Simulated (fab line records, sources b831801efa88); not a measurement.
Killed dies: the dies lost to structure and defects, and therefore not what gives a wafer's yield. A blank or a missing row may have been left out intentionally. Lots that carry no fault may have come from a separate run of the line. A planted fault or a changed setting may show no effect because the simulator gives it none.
Problem report, 8D (eight disciplines) form, completed by code -- flow sky130 -- the parts of the form that need people (team, actions taken, sign-off) are left out

1. WHAT WENT WRONG
On 3 wafers of 1 lot, strip-time-to-endpoint-s at SKY_VT_ADJUST_NCORE_STRIP_10 has a mean of 13.56 s; fault-free wafers read 14.18 s, standard deviation 0.033. That is -19 standard deviations from the usual mean.
The step: strips in O2/N2.
First observed at day 12 19:08: wafer L299.1, on plasma-asher-01. The record has a number at this step for 33 wafers belonging to 11 lots. By rule, "out" or "out of limits" means more than 4 standard deviations away from the usual mean. The other wafers with a number count as sound.

2. WHAT IT IS, WHAT IT ISN'T
question,is,is not
which readings at this step,strip-time-to-endpoint-s,"drypump-motor-current-A, oes-product-au"
which lots,L299,"L285, L286, L288, L289, L293, L296, L297, L298, L306, L308"
which wafers of those lots,all that have a number,-
read on which tools,plasma-asher-01,"plasma-asher-02, plasma-asher-03"
when,from day 12 19:08,"up to then (24 sound wafers); but 6 sound wafers of L306, L308 came after"

3. WHAT RULES OUT EACH SUSPECT
Counting: a tool at a process step up to the reading stays a suspect if it ran every lot that is out and no sound lot after the first of them.
- litho-track-04 at SKY_VT_ADJUST_NCORE_COAT_02 (resist thk 1140 nm): kept. It ran the lot that is out, L299 (day 12 06:29), and no sound lot after that; its last sound lot up to then is L298 (day 11 22:04).
- plasma-asher-01 at SKY_VT_ADJUST_NCORE_STRIP_10 (strips in O2/N2): ruled out as a lasting fault. Following L299 (day 12 19:08), the first lot on it that is out, the sound lots L308 were run on it.
Remaining after the count: litho-track-04 at SKY_VT_ADJUST_NCORE_COAT_02.

4. THE CAUSE (what the simulator had put in)
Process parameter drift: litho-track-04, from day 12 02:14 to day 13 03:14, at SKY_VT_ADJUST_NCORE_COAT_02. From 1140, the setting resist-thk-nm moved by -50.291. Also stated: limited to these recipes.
This tool alone remained once counting was done.

5. THE EFFECT CHAIN, in route order
One row per reading whose mean, taken over the struck wafers that have a number, lies over 3 standard deviations from the usual. Scope: only readings with a usual standard deviation given in the record; hours: median across lots of the time from each lot's start at the first step in this table that gives one to its start at this step; sigmas: change in usual standard deviations.
hours,step,reading,usual,on struck wafers,change,sigmas
0,SKY_VT_ADJUST_NCORE_STRIP_10,strip-time-to-endpoint-s,14.18 s,13.56,-0.62,-19
Its process steps:
- SKY_VT_ADJUST_NCORE_STRIP_10: strips in O2/N2.

6. HOW IT WOULD HAVE BEEN CAUGHT EARLIER
First out-of-limits reading in this record: day 12 19:08, which is 17 hours after fault onset at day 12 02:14.
All the lots that are out (1) had begun SKY_VT_ADJUST_NCORE_COAT_02 on litho-track-04 by day 12 19:08. Tool hold at that time: it would have spared none of them.
